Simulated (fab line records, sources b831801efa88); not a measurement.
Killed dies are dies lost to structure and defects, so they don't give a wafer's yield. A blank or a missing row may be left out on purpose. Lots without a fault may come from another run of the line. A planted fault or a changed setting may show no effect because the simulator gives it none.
Which tool did it? | flow sky130 | 11 lots, 33 wafers sampled, at 2 steps of a route of 708

WHAT THE GAUGES READ, wafer by wafer
SKY_LI_CONTACT_THK_MEAS_01. Usual: LI_CONTACT_HDPCVD_THK 925 nm, standard deviation 10.
lot  | measured     | on            | LI_CONTACT_HDPCVD_THK (nm) | flag
L987 | day 28 20:11 | film_metro-01 | 936 926 928                |
L988 | day 29 09:31 | film_metro-04 | 916 932 922                |
L990 | day 30 04:10 | film_metro-02 | 918 918 921                |
L991 | day 30 04:23 | film_metro-02 | 932 930 917                |
L992 | day 30 10:56 | film_metro-01 | 928 936 923                |
L994 | day 30 22:50 | film_metro-04 | 917 907 928                |
L996 | day 32 01:39 | film_metro-01 | 921 924 925                |
L100 | day 33 05:17 | film_metro-04 | 946 934 913                |
L101 | day 33 11:43 | film_metro-04 | 936 922 915                |
L102 | day 33 16:26 | film_metro-01 | 1561 1550 927              | OFF
L103 | day 33 22:17 | film_metro-04 | 933 1558 1570              | OFF

WHICH TOOL RAN EACH LOT (tool, then ch and the chambers of the sampled wafers, then the start)
lot  | SKY_LI_CONTACT_HDPCVD_00
L987 | hdpcvd-01 ch 1,2, day 28 20:04
L988 | hdpcvd-02 ch 0,1, day 29 09:25
L990 | hdpcvd-02 ch 0,1,2, day 30 04:04
L991 | hdpcvd-01 ch 1,2, day 30 04:17
L992 | hdpcvd-02 ch 0,1,2, day 30 10:50
L994 | hdpcvd-01 ch 0,1,2, day 30 22:43
L996 | hdpcvd-02 ch 0,1,2, day 32 01:32
L100 | hdpcvd-01 ch 0,1,2, day 33 05:11
L101 | hdpcvd-02 ch 0,1,2, day 33 11:38
L102 | hdpcvd-02 ch 1,2, day 33 16:19
L103 | hdpcvd-02 ch 0,1, day 33 22:11
- SKY_LI_CONTACT_HDPCVD_00: deposits PSG, target thk 930 nm, time 155 s.

WHAT THE TOOLS THEMSELVES READ (means of the sampled wafers that have a number; where no wafer has one, the mark that the record gives instead)
SKY_LI_CONTACT_HDPCVD_00. Usual: pressure_mtorr 6.000 mTorr, standard deviation 0.013.
lot  | tool      | pressure_mtorr (mTorr) | flag
L987 | hdpcvd-01 | 6.001                  |
L988 | hdpcvd-02 | 5.995                  |
L990 | hdpcvd-02 | 5.985                  |
L991 | hdpcvd-01 | 6.020                  |
L992 | hdpcvd-02 | 5.998                  |
L994 | hdpcvd-01 | 6.005                  |
L996 | hdpcvd-02 | 6.000                  |
L100 | hdpcvd-01 | 6.008                  |
L101 | hdpcvd-02 | 5.994                  |
L102 | hdpcvd-02 | 5.991                  |
L103 | hdpcvd-02 | 5.999                  |

THE ANSWER, worked out from the rows above alone
Rule: a lot is off if the mean of its wafers that have a number lies more than 3 standard deviations from the usual mean. A lot without any number at a reading at which 4 lots or more have one is off too. The other lots that the step has rows for count as sound. The gauges are gone through in route order, then the tools' own readings, and for those a lot's mean is taken as printed above. The first step at which some lot is off is used, and at that step the reading that is off furthest; a lot without a number counts as furthest.
Off: L102, L103, at SKY_LI_CONTACT_THK_MEAS_01 (LI_CONTACT_HDPCVD_THK).
A tool fits if, at a process step before that reading, it ran every lot that is off, and no sound lot after the first of them. The gauges at SKY_LI_CONTACT_THK_MEAS_01 are tried like those tools. One fits: hdpcvd-02 at SKY_LI_CONTACT_HDPCVD_00. Its last sound lot is L101 (day 33 11:38), its first lot that is off L102 (day 33 16:19): a fault that began between those two fits.

WHAT THE SIMULATOR HAD PUT IN
Process parameter drift: hdpcvd-02, from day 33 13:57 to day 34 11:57, at SKY_LI_CONTACT_HDPCVD_00. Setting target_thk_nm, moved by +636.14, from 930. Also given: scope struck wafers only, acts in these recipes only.
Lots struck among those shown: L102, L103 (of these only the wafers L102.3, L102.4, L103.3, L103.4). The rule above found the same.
